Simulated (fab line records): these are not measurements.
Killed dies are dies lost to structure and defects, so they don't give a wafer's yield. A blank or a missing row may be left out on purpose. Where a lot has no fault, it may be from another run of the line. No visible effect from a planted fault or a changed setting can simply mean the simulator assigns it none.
Struck lot and sound lot, side by side ; flow sky130 ; 16 out of 708 route steps
Sound: wafers L467.4, L467.5, L467.6. The struck wafers were L482.1, L482.3, L482.5. Last of all comes the cause.
Per side, at each step with rows, come the tool, then ch with its chambers, and then its first start. Under that, the readings that differ: sound wafers ; struck wafers ; difference of the means ; sigmas: that difference in standard deviations of wafers without a fault.
alike: readings with means less than 2 such deviations apart, plus words and numbers identical on both sides. not compared: withheld readings, readings lacking a value on some wafer, bounds such as >300 that could conceal the same value, and numbers that have no deviation in the record and whose values overlap.
A row with sigmas, a row that says differs or no value, or rows on one side alone: a step with any of these is where the two part. Non-overlapping numbers with no deviation appear without sigmas and do not part them. A reading that every wafer of one side lacks parts them only if that side has two wafers or more.

first, 5 steps without rows for these wafers: SKY_POLY_GATE_COAT_08 (resist thk 450 nm); SKY_POLY_GATE_SOFTBAKE_09 (time 90 s); SKY_POLY_GATE_EXPOSE_10 (exposes mask P1M, target cd 150 nm); SKY_POLY_GATE_PEB_11; SKY_POLY_GATE_DEVELOP_12 (develop time 60 s).
SKY_POLY_GATE_CD_MEAS_13 targets a cd of 150 nm.
  struck on cdSem-02, day 23 20:40; sound on cdSem-02, day 18 22:06
  alike: cdNm
SKY_POLY_GATE_OVL_MEAS_14:
  struck on overlay-01, day 23 20:47; sound on overlay-02, day 18 22:11
  alike: POLY_GATE_OVL
SKY_POLY_GATE_ETCH_15: etches BARC in N2/H2, stops on SiO2, time 118.5 s, target depth 110 nm.
  sound on rieDiel-03 ch 0,3, day 18 22:11; struck on rieDiel-03 ch 0,1, day 23 20:50
  alike: drypumpMotorCurrentA, oesProductAu, throttleValvePct
  not compared: rfHoursCounterH
SKY_POLY_GATE_ETCH_16: etches Si3N4 in CH3F/O2, stops on poly-Si, time 147.5 s, target depth 75 nm.
  sound on rieDiel-03 ch 0,3, day 18 22:17; struck on rieDiel-03 ch 0,1, day 23 20:55
  alike: ch3fFlowSccm, drypumpMotorCurrentA, oesProductAu, throttleValvePct
  not compared: rfHoursCounterH
SKY_POLY_GATE_ETCH_17: etches poly-Si in HBr/Cl2, stops on SiO2, target depth 180 nm, time 70.5 s.
  sound on rieSi-02 ch 0,2,3, day 18 22:23; struck on rieSi-02 ch 0,3, day 23 21:01
  alike: HBr_flow_sccm, drypumpMotorCurrentA, oesProductAu, throttleValvePct
  not compared: rfHoursCounterH
SKY_POLY_GATE_STRIP_18: strips in O2/N2.
  sound on plasmaAsher-02 ch 0,1, day 18 22:28; struck on plasmaAsher-04 ch 1, day 23 21:04
  alike: drypumpMotorCurrentA, oesProductAu, stripTimeToEndpointS
  not compared: rfHoursCounterH
then, 1 step without rows for these wafers: SKY_POLY_GATE_CLEAN_19 (cleans in SC1/SC2, time 150 s).
SKY_POLY_GATE_OXIDATION_20: stabilise 600 s, purge 300 s, target thk 4 nm.
  sound on furnace-01 ch 0, day 18 23:46; struck on furnace-01 ch 0, day 23 21:13
reading;sound;struck;difference;sigmas
spikeTcBottomC (C);870.9 869.1 869.6;907.6 909.4 906.5;+38.0;+29
spikeTcCentreC (C);851.0 851.0 850.6;889.6 887.8 889.8;+38.2;+38
spikeTcLowerC (C);847.0 848.9 849.9;886.5 883.6 885.5;+36.6;+23
spikeTcTopC (C);865.2 863.1 866.2;899.7 900.8 901.5;+35.8;+37
spikeTcUpperC (C);851.4 850.4 851.1;889.3 886.3 887.9;+36.9;+38
tubeCenterTempC (C);850.01 850.02 849.94;887.37 887.45 887.37;+37.41;+99 or more
tube_center_temp_C_max;851.7 852.7 852.5;889.6 890.2 889.4;+37.4;+99 or more
zonePowerUpperPct (%);17.3 17.3 17.8;18.8 19.1 19.0;+1.5;+2
model.SiO2_of_POLY_GATE_OXIDATION_20.thkNm (nm);4.064 4.072 4.125;6.356 6.374 6.38;+2.283;
  alike: zonePowerTopPct
SKY_POLY_GATE_THK_MEAS_21:
  struck on filmMetro-04, day 23 22:28; sound on filmMetro-02, day 19 01:02
reading;sound;struck;difference;sigmas
POLY_GATE_OXIDATION_THK (nm);4.08 4.09 4.11;6.34 6.33 6.35;+2.25;+24
SKY_POLY_GATE_CD_MEAS_22:
  struck on cdSem-02, day 23 22:32; sound on cdSem-02, day 19 01:10
  alike: cdNm
-- a jump in the record: the struck wafers' starts before and after are 27 days apart (it breaks off in module POLY_GATE and resumes in module PAD_OPEN, where the first step shown is number 708 of the route) --
SKY_PAD_OPEN_PROBE_99:
  struck on prober-01, day 50 12:17; sound on prober-02, day 47 16:08
reading;sound;struck;difference;sigmas
killedAtOther;0 0 0;1 2 1;+1;+2
model.etest.tipSonos.rsOhmSq;2764 2724 2764;3208 3226 3234;+472;
model.etest.tipP.rsOhmSq;6944 6966 6861;7309 7348 7343;+410;
model.etest.resPdiff.lineOhmUm;1369 1386 1359;1472 1441 1475;+91;
model.etest.tipN.rsOhmSq;447.2 442.9 449.6;497.1 493.7 497;+49.4;
model.etest.resNdiff.lineOhmUm;764.9 777.9 782;800.6 784.5 809.2;+23.2;
model.etest.sonosUncharged.rOnOhmUm;813.6 825.5 814.1;852.9 835.6 834.4;+23.2;
  alike: killed_at_M0_to_M3, killed_at_M4_up, killedAtContacts, killedAtFrontEnd, killedDies, killedOpen, killedShort
  not compared: model.etest.pfet_01v8.rOnOhmUm, model.etest.nfet_01v8.rOnOhmUm

## WHERE THEY PART
First at SKY_POLY_GATE_OXIDATION_20; last, within this record, at SKY_PAD_OPEN_PROBE_99.

WHY: what the simulator had put in
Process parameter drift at SKY_POLY_GATE_OXIDATION_20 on furnace-01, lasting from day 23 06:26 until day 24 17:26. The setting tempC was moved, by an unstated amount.
